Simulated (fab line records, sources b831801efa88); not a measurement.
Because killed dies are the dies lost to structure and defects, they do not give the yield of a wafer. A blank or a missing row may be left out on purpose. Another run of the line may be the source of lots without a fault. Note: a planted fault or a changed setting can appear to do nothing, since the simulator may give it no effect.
A struck lot beside a sound one || flow sky130 || 14 out of 708 route steps
Sound: these wafers, L372.2, L372.5, L372.6. Struck: wafer L383.6. (L383.1, L383.3 of the same lot were not struck and are left out.) The cause comes at the end.
For every step that has rows: the tool of each side, followed by ch and its chambers, followed by its first start. Under that, the readings that differ: sound wafers || struck wafers || difference of the means || sigmas: that difference in standard deviations of wafers without a fault.
alike: a reading whose means differ by less than 2 such deviations, as well as words and numbers matching on both sides. not compared: withheld readings; readings where some wafer has no value; bounds like >300 that might hide an equal value; numbers whose values overlap and for which the record gives no deviation.
Wherever a step has rows on one side only, a row that says differs or no value, or a row with sigmas, the two part there. When numbers do not overlap yet have no deviation, they are printed without sigmas and do not part them. A reading missing from all wafers of one side parts the sides only when that side holds two or more wafers.

first, 4 steps without rows for these wafers: SKY_VIA2_STRIP_17 (strips in post etch residue remover, time 1200 s); SKY_VIA2_CLEAN_18 (cleans in IPA, time 180 s); SKY_VIA2_CLEAN_19 (cleans in O3/DIW); SKY_VIA2_SPUTTER_20 (material TiN, target thk 20 nm, time 80 s).
SKY_VIA2_CVD_21: deposits W, target thk 420 nm, time 126.4 s.
  sound on cvdW-02 ch 0,1, day 37 02:20; struck on cvdW-01 ch 1, day 40 11:24
  alike: heaterPowerW
SKY_VIA2_RS_MEAS_22: uses a four-point probe to measure.
  sound on filmMetro-03, day 37 02:30; struck on filmMetro-02, day 40 11:32
  alike: VIA2_W_RS
SKY_VIA2_THK_MEAS_23: measures by xrf.
  sound on filmMetro-03, day 37 02:37; struck on filmMetro-02, day 40 11:39
  alike: VIA2_W_THK
SKY_VIA2_CMP_24: polishes, stops on SiO2, t overpolish 20 s, target thk 0 nm.
  sound on cmp-02 ch 0,1,3, day 37 02:53; struck on cmp-02 ch 0, day 40 11:49
  alike: motorCurrentA, overpolishRunS, timeToEndpointS
SKY_METAL3_SPUTTER_00: material Ti, target thk 15 nm, time 10 s.
  sound on pvdSputter-02, day 37 03:05; struck on pvdSputter-02, day 40 12:01
  alike: throttleValvePct
then, 1 step without rows for these wafers: SKY_METAL3_SPUTTER_01 (material TiN, target thk 20 nm, time 16.7 s).
SKY_METAL3_SPUTTER_02: material AlCu, target thk 735 nm, time 39.1 s.
  sound on pvdSputter-02, day 37 03:08; struck on pvdSputter-02, day 40 12:04
  alike: throttleValvePct
then, 1 step without rows for these wafers: SKY_METAL3_SPUTTER_03 (material Ti, target thk 5 nm, time 3.3 s).
SKY_METAL3_SPUTTER_04: material TiN, target thk 70 nm, time 58.3 s.
  sound on pvdSputter-02, day 37 03:11; struck on pvdSputter-02, day 40 12:07
{"reading": "model.TiN_of_METAL3_SPUTTER_04.thkNm (nm)", "sound": "70.72 69.9 70.16", "struck": 74.17, "difference": "+3.91", "sigmas": ""}
  alike: throttleValvePct
SKY_CAPM_CVD_00: deposits SiO2, target thk 15.5 nm.
  sound on pecvd-01 ch 0,2, day 37 03:14; struck on pecvd-03 ch 1, day 40 12:10
  alike: heaterPowerW

WHERE THEY PART
Nowhere in this record.

WHY: what had been put in by the simulator
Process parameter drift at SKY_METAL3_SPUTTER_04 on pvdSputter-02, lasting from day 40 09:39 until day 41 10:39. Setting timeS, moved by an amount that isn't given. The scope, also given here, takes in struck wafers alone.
